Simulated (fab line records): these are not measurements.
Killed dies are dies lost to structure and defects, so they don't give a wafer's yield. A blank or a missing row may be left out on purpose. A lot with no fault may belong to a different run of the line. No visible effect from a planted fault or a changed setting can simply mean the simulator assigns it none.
Struck lot and sound lot, side by side	flow sky130	17 steps out of a route of 708
Sound: these wafers, L764.3, L764.5, L764.6. Wafers struck: L771.2, L771.4, L771.6. Last of all comes the cause.
Each step with rows lists, per side, the tool, then ch with its chambers, then its first start. Under that, the readings that differ: sound wafers	struck wafers	difference of the means	sigmas: that difference in standard deviations of wafers without a fault.
alike: readings with means less than 2 such deviations apart, plus words and numbers identical on both sides. not compared: withheld readings, readings lacking a value on some wafer, bounds such as >300 that could conceal the same value, and numbers that have no deviation in the record and whose values overlap.
The two part at a step that has a row with sigmas, a row that says differs or no value, or rows on one side only. Numbers that have no deviation but don't overlap get no sigmas and don't part them. A reading that every wafer of one side lacks parts them only if that side has two wafers or more.

SKY_VT_ADJUST_HVTR_OVL_MEAS_08:
  sound on overlay-02, day 13 04:03; struck on overlay-01, day 15 08:29
  alike: VT_ADJUST_HVTR_OVL
following that, these wafers have no rows for 1 step: SKY_VT_ADJUST_HVTR_IMPLANT_09.
SKY_VT_ADJUST_HVTR_STRIP_10: strips in O2/N2.
  sound on plasma_asher-03 ch 0,1, day 13 04:16; struck on plasma_asher-02 ch 0, day 15 08:40
  alike: drypump_motor_current_A, oes_product_au, strip_time_to_endpoint_s
  not compared: rf_hours_counter_h
SKY_VT_ADJUST_HVTR_TW_MEAS_11:
  sound on film_metro-03, day 13 04:20; struck on film_metro-03, day 15 08:47
  alike: VT_ADJUST_HVTR_TW
then, 7 steps without rows for these wafers: SKY_VT_ADJUST_PCH_DEHYDRATE_00 (time 60 s); SKY_VT_ADJUST_PCH_HMDS_01 (prime time 60 s); SKY_VT_ADJUST_PCH_COAT_02 (resist thk 3000 nm); SKY_VT_ADJUST_PCH_SOFTBAKE_03; SKY_VT_ADJUST_PCH_EXPOSE_04 (exposes mask NWM, target cd 840 nm); SKY_VT_ADJUST_PCH_PEB_05; SKY_VT_ADJUST_PCH_DEVELOP_06 (develop time 60 s).
SKY_VT_ADJUST_PCH_OVL_MEAS_07:
  sound on overlay-01, day 14 06:04; struck on overlay-02, day 16 12:29
  alike: VT_ADJUST_PCH_OVL
SKY_VT_ADJUST_PCH_IMPLANT_08:
  sound on implanter-02 ch 0, day 14 06:08; struck on implanter-03 ch 0, day 16 12:32
reading	sound	struck	difference	sigmas
dose_ions_cm2	5.002e+11 5.003e+11 5.012e+11	3.4e+11 3.395e+11 3.396e+11	-1.6e+11	-99 or more
faraday_current_uA	2.84 2.85 2.86	1.88 1.93 1.90	-0.95	-17
  alike: beam_energy_keV
SKY_VT_ADJUST_PCH_STRIP_09: strips in O2/N2.
  sound on plasma_asher-03 ch 0,1, day 14 06:16; struck on plasma_asher-04 ch 0,1, day 16 12:40
  alike: drypump_motor_current_A, oes_product_au, strip_time_to_endpoint_s
  not compared: rf_hours_counter_h
SKY_VT_ADJUST_PCH_TW_MEAS_10:
  sound on film_metro-01, day 14 06:21; struck on film_metro-02, day 16 12:46
reading	sound	struck	difference	sigmas
VT_ADJUST_PCH_TW	143.6 144.0 144.2	129.9 129.4 129.5	-14.3	-20
then, 1 step without rows for these wafers: SKY_SONOS_TUNNEL_DEHYDRATE_00 (time 60 s).
-- record jumps: 34 days separate the struck wafers' starts on either side; left off in module SONOS_TUNNEL, taken up again in module PAD_OPEN, whose first shown step is the route's number 708 --
SKY_PAD_OPEN_PROBE_99:
  sound on prober-01, day 48 23:05; struck on prober-02, day 50 13:45
reading	sound	struck	difference	sigmas
model.etest.pfet_01v8_lvt.drive_ua_um	175 174.9 172.1	165.7 165.9 164.6	-8.6	
model.etest.pfet_g5v0d10v5.off_log10_a_um	-12.65 -12.59 -12.55	-13.26 -13.3 -13.52	-0.76	
model.etest.pfet_01v8_lvt.off_log10_a_um	-9.237 -9.228 -9.139	-9.867 -9.918 -9.854	-0.678	
model.etest.pfet_g5v0d10v5.vt_sat_v (V)	-0.6363 -0.6329 -0.6282	-0.7352 -0.7318 -0.747	-0.1055	
model.etest.pfet_16v.vt_v (V)	-1.099 -1.101 -1.105	-1.187 -1.19 -1.185	-0.086	
model.etest.pfet_g5v0d10v5.vt_v (V)	-0.8361 -0.8309 -0.8278	-0.9114 -0.9054 -0.9182	-0.0801	
model.etest.pfet_g5v0d10v5.vt_long_v (V)	-0.9336 -0.9329 -0.935	-1.012 -1.008 -1.01	-0.076	
model.etest.pfet_01v8_lvt.vt_sat_v (V)	-0.4607 -0.4647 -0.4656	-0.513 -0.5105 -0.5116	-0.048	
  alike: killed_at_M0_to_M3, killed_at_M4_up, killed_at_contacts, killed_at_front_end, killed_at_other, killed_dies, killed_open, killed_short

WHERE THEY PART
Earliest at SKY_VT_ADJUST_PCH_IMPLANT_08; latest, in this record, at SKY_VT_ADJUST_PCH_TW_MEAS_10. Later steps at which nothing parts them and some readings are alike: SKY_PAD_OPEN_PROBE_99.

WHY: the cause the simulator had injected
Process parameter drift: implanter-03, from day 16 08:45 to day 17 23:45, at SKY_VT_ADJUST_PCH_IMPLANT_08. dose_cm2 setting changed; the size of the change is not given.
